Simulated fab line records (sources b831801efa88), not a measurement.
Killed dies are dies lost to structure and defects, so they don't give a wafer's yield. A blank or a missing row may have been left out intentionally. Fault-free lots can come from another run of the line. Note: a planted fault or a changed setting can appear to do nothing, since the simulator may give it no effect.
Matching of chambers    flow sky130    rie diel-03 running SKY_VIA4_ETCH_12: 4 sister chambers
The step etches SiO2 in C4F8/O2/Ar, stops on TiN, target depth 580 nm. 16 wafers are shown with their chamber, then 8 later ones without.

WAFERS, EACH WITH ITS CHAMBER
wafer   chamber  oes product au (a.u.)  rf fwd power W (W)
L074.2  0        0.919                  1500
L074.3  2        0.925                  1487
L074.4  3        0.927                  1494
L076.1  2        0.926                  1491
L076.2  3        0.922                  1492
L076.4  0        0.927                  1486
L077.1  0        0.923                  1490
L077.2  3        0.929                  1494
L077.5  3        0.925                  1489
L082.4  3        0.921                  1499
L082.5  1        0.935                  1490
L082.6  2        0.930                  1488
L084.3  3        0.928                  1491
L084.5  3        0.931                  1490
L084.6  2        0.930                  1492
L090.1  3        0.921                  1489

SIGNATURES (averages over the wafers above)
reading         chamber 0  chamber 1  chamber 2  chamber 3  scatter within a chamber
oes product au  0.92300    0.93500    0.92775    0.92550    0.00361
rf fwd power W  1492.00    1490.00    1489.50    1492.25    4.09
Rule: for each reading, subtract the chamber's mean from the wafer's reading, divide by that reading's scatter and square the result; add these up over the readings and take the root, which gives the wafer's distance from the chamber. If the next closest chamber is less than 2 further off than the closest, the wafer can't be placed; otherwise it belongs to the closest. How the scatter is found: for the shown wafers, subtract from each reading the mean of its chamber, square and add these, divide the total by (wafers less chambers), then take the root.

WAFERS WITHOUT THEIR CHAMBER
wafer   oes product au (a.u.)  rf fwd power W (W)
L090.5  0.924                  1501
L090.6  0.927                  1492
L091.1  0.932                  1492
L091.4  0.931                  1493
L091.5  0.921                  1489
L096.1  0.922                  1483
L096.2  0.930                  1494
L096.3  0.927                  1498

EACH ONE'S CHAMBER
wafer   from the rows above                in truth
L090.5  can't be placed: 3 or 0 or 2 or 1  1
L090.6  can't be placed: 3 or 2 or 0 or 1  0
L091.1  can't be placed: 1 or 2 or 3 or 0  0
L091.4  can't be placed: 2 or 1 or 3 or 0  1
L091.5  can't be placed: 0 or 3 or 2       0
L096.1  can't be placed: 0 or 2 or 3 or 1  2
L096.2  can't be placed: 2 or 3 or 1 or 0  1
L096.3  can't be placed: 3 or 0 or 2 or 1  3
Correctly placed: 0 of 8. Can't be placed from these rows: 8 (the true chamber is among the candidates in 8). Wrongly placed: 0.
